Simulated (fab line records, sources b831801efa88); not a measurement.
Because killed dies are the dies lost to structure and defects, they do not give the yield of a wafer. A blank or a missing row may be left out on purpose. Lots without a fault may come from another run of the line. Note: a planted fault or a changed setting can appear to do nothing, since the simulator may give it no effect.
What tool caused it? | flow sky130 | 18 wafers from 6 lots sampled at 2 of the route's 708 steps

WHAT EACH GAUGE READ, for each wafer
SKY_LDD_LDN_TW_MEAS_13.
lot  | measured     | on            | LDD_LDN_TW
L250 | day 23 14:23 | film metro-02 | 1479 1472 1474
L252 | day 24 10:35 | film metro-01 | 1492 1502 1502
L259 | day 26 22:38 | film metro-02 | 1385 1391 1394
L268 | day 29 18:19 | film metro-02 | 1490 1496 1487
L270 | day 30 08:14 | film metro-03 | 1491 1480 1485
L272 | day 30 20:26 | film metro-03 | 1480 1487 1490

WHAT TOOL EACH LOT RAN ON (gives the tool, then ch and the chambers of the sampled wafers, and finally the start)
lot  | SKY_LDD_LDN_IMPLANT_10
L250 | implanter-03 ch 0, day 23 13:59
L252 | implanter-01 ch 0, day 24 10:11
L259 | implanter-02 ch 0, day 26 22:14
L268 | implanter-01 ch 0, day 29 17:57
L270 | implanter-01 ch 0, day 30 07:51
L272 | implanter-01 ch 0, day 30 20:02
- SKY_LDD_LDN_IMPLANT_10

THE ANSWER, worked out from the rows above alone
Rule: the lots themselves supply what counts as usual. Put in order of their means at a reading, lots are off if they are a third of the lots or fewer, leave a main group of 4 or more, and stand apart from it by a gap of 3 or more times the standard deviation of the main group's means; of several such gaps the widest counts. Not used: any main group whose means are identical at the precision the tables above print for the reading. A lot without any number at a reading at which 4 lots or more have one is off too. Where the step has rows for the other lots, those lots are counted as sound.
Off: L259, at SKY_LDD_LDN_TW_MEAS_13 (LDD_LDN_TW). The main group: mean 1487, standard deviation 7.8.
A tool fits if, at a process step before that reading, it ran every lot that is off, and no sound lot after the first of them. Gauges at SKY_LDD_LDN_TW_MEAS_13: tried the same way as those tools. One candidate fits, namely implanter-02 at SKY_LDD_LDN_IMPLANT_10. It ran no sound lot before its first lot that is off in this sample, so the start can't be narrowed down.

WHAT THE SIMULATOR HAD PUT IN
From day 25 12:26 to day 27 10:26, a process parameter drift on implanter-02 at SKY_LDD_LDN_IMPLANT_10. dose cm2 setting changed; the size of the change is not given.
Shown lots that were struck: L259. This agrees with what the rule above found.
